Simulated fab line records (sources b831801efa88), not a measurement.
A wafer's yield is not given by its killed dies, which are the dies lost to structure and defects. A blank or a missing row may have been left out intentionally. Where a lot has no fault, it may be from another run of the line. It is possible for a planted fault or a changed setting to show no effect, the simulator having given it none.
A single fault, viewed from 2 desks -- flow sky130 -- what lay behind the numbers comes last; until then each desk has only its own

FROM THE METROLOGY DESK
What the gauges read for every lot (on any tool): the sampled wafers with a number, averaged. A lot is out of limits, marked OUT, if its mean lies more than 4 standard deviations from the usual mean; the brackets give that distance.
Columns: A = cd-nm at SKY_LDD_P_CD_MEAS_07, usual 379.3 nm; B = SD_N_RS at SKY_SD_N_RS_MEAS_16, usual 68.59 ohm/sq; C = LI_CONTACT_HDPCVD_THK at SKY_LI_CONTACT_THK_MEAS_01, usual 926 nm; D = LI_CONTACT_W_THK at SKY_LI_CONTACT_THK_MEAS_23, usual 395 nm
lot,first seen here,A,B,C,D
L464,day 19 11:44,379.8,68.51,905,391
L465,day 19 23:15,380.4,68.52,913,395
L466,day 20 09:16,378.8,68.47,931,398
L469,day 21 07:45,380.4,71.96 (+34) OUT,936,393
L470,day 22 04:49,378.5,72.17 (+36) OUT,936,392
L478,day 24 17:10,383.6,68.59,936,400
L479,day 25 04:21,374.1,68.67,934,390
L480,day 25 11:55,377.6,68.55,923,390
L481,day 26 07:29,379.1,68.61,922,394
L482,day 26 07:49,379.5,68.50,926,397
L483,day 26 16:20,375.9,68.68,928,402
L485,day 27 00:42,382.5,68.61,922,396
This desk reports L469, L470 out of limits; the earliest was L469 at day 30 03:22 (SD_N_RS at SKY_SD_N_RS_MEAS_16). In limits: L464, L465, L466, L478, L479, L480, L481, L482, L483, L485.

FOR THE TOOL OWNER'S DESK: implanter-03
The tool's own readings at SKY_SD_N_IMPLANT_09, given as means over the sampled wafers that have a number, one for each lot that went through this tool. A lot is out of limits, marked OUT, if its mean lies more than 4 standard deviations from the usual mean; the brackets give that distance.
Columns: A = beam-energy-keV at SKY_SD_N_IMPLANT_09, usual 50.001
lot,first seen here,A
L466,day 29 02:37,50.016
L469,day 30 02:41,45.356 (-99 or more) OUT
L470,day 30 21:07,45.368 (-99 or more) OUT
L478,day 33 04:31,50.004
L479,day 33 15:55,49.995
L483,day 35 00:44,49.987
L485,day 35 07:44,49.999
This desk's finding: out of limits on L469, L470; first on L469, day 30 02:41 (beam-energy-keV at SKY_SD_N_IMPLANT_09). In limits: L466, L478, L479, L483, L485.

ALL TOGETHER
On L469, L470, at day 30 02:41, an alarm was possible from the tool owner's desk.
Metrology desk: alarm possible at day 30 03:22 on L469, L470.
Every lot named ran SKY_SD_N_IMPLANT_09 on implanter-03.

WHAT WAS PUT IN BY THE SIMULATOR
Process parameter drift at SKY_SD_N_IMPLANT_09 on implanter-03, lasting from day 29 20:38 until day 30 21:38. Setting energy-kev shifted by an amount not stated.
Shown lots that were struck: L469, L470.
Hours from the fault's start to each desk's first reading out of limits: the tool owner's desk, 6; the metrology desk, 7.
